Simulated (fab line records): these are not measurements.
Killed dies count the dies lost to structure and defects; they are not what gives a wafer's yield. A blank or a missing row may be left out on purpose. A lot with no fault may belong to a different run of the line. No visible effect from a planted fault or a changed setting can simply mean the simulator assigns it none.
The same fault as seen by 2 desks || flow gf180mcu || each desk holds nothing but its own numbers, with what lay behind them at the end

## TOOL OWNER'S DESK, wetBench-03
The tool's own readings at GF_STI_WET_ETCH_17 (etches Si3N4 in H3PO4, target depth 45 nm, time 514 s): means of the sampled wafers that have a number, for each lot that ran on this tool. If a lot's mean is further than 4 standard deviations from the usual mean, the lot is out of limits and carries the mark OUT (the distance appears in the brackets).
Columns: A = bathHeatDutyPct at GF_STI_WET_ETCH_17, usual 25 %; B = runLengthS at GF_STI_WET_ETCH_17, usual 542 s
{"lot": "L963", "first seen here": "day 2 07:47", "A": 29, "B": 540}
{"lot": "L967", "first seen here": "day 3 02:37", "A": 29, "B": 538}
{"lot": "L968", "first seen here": "day 3 08:17", "A": 30, "B": 548}
{"lot": "L970", "first seen here": "day 3 19:05", "A": 28, "B": "98 (-99 or more) OUT"}
{"lot": "L972", "first seen here": "day 4 06:14", "A": 19, "B": "99 (-99 or more) OUT"}
This desk's verdict: out of limits on L970, L972, starting with L970 at day 3 19:05 (runLengthS at GF_STI_WET_ETCH_17). L963, L967, L968: within limits.

## METROLOGY DESK
Means of the sampled wafers that have a number, per lot and without regard to the tool the lot ran on: this is what the gauges read. If a lot's mean is further than 4 standard deviations from the usual mean, the lot is out of limits and carries the mark OUT (the distance appears in the brackets).
Columns: A = NWELL_RS at GF_VT_IMPLANT_RS_MEAS_47, usual 490.3 ohm/sq; B = CONTACT_W_THK at GF_CONTACT_THK_MEAS_26, usual 292 nm
{"lot": "L962", "first seen here": "day 7 13:44", "A": 491.0, "B": 292}
{"lot": "L963", "first seen here": "day 7 20:18", "A": 487.2, "B": 290}
{"lot": "L964", "first seen here": "day 7 23:25", "A": 492.9, "B": 291}
{"lot": "L966", "first seen here": "day 8 15:37", "A": 489.4, "B": 291}
{"lot": "L967", "first seen here": "day 8 22:41", "A": 491.8, "B": 292}
{"lot": "L968", "first seen here": "day 9 03:36", "A": 490.5, "B": 293}
{"lot": "L969", "first seen here": "day 9 11:31", "A": 490.4, "B": 288}
{"lot": "L970", "first seen here": "day 9 18:01", "A": 492.0, "B": 295}
{"lot": "L972", "first seen here": "day 10 07:54", "A": 488.8, "B": 299}
{"lot": "L975", "first seen here": "day 11 06:55", "A": 489.0, "B": 290}
{"lot": "L979", "first seen here": "day 12 07:01", "A": 492.0, "B": 290}
{"lot": "L980", "first seen here": "day 12 12:30", "A": 490.5, "B": 293}
{"lot": "L981", "first seen here": "day 12 23:36", "A": 491.3, "B": 289}
{"lot": "L982", "first seen here": "day 13 03:01", "A": 488.0, "B": 293}
This desk's verdict: no lot among the 14 shows anything out of limits.

## TAKEN TOGETHER
The tool owner's desk had the chance to raise an alarm at day 3 19:05 on L970, L972.
The metrology desk saw nothing out of limits.
The metrology desk has L970, L972 on record, within its limits.
On wetBench-03, each named lot ran GF_STI_WET_ETCH_17.

## WHAT THE SIMULATOR PUT IN
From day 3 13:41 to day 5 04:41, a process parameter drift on wetBench-03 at GF_STI_WET_ETCH_17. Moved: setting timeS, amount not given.
Shown lots that were struck: L970, L972.
Each desk's first reading out of limits, in hours after the fault started: the tool owner's desk, 5.
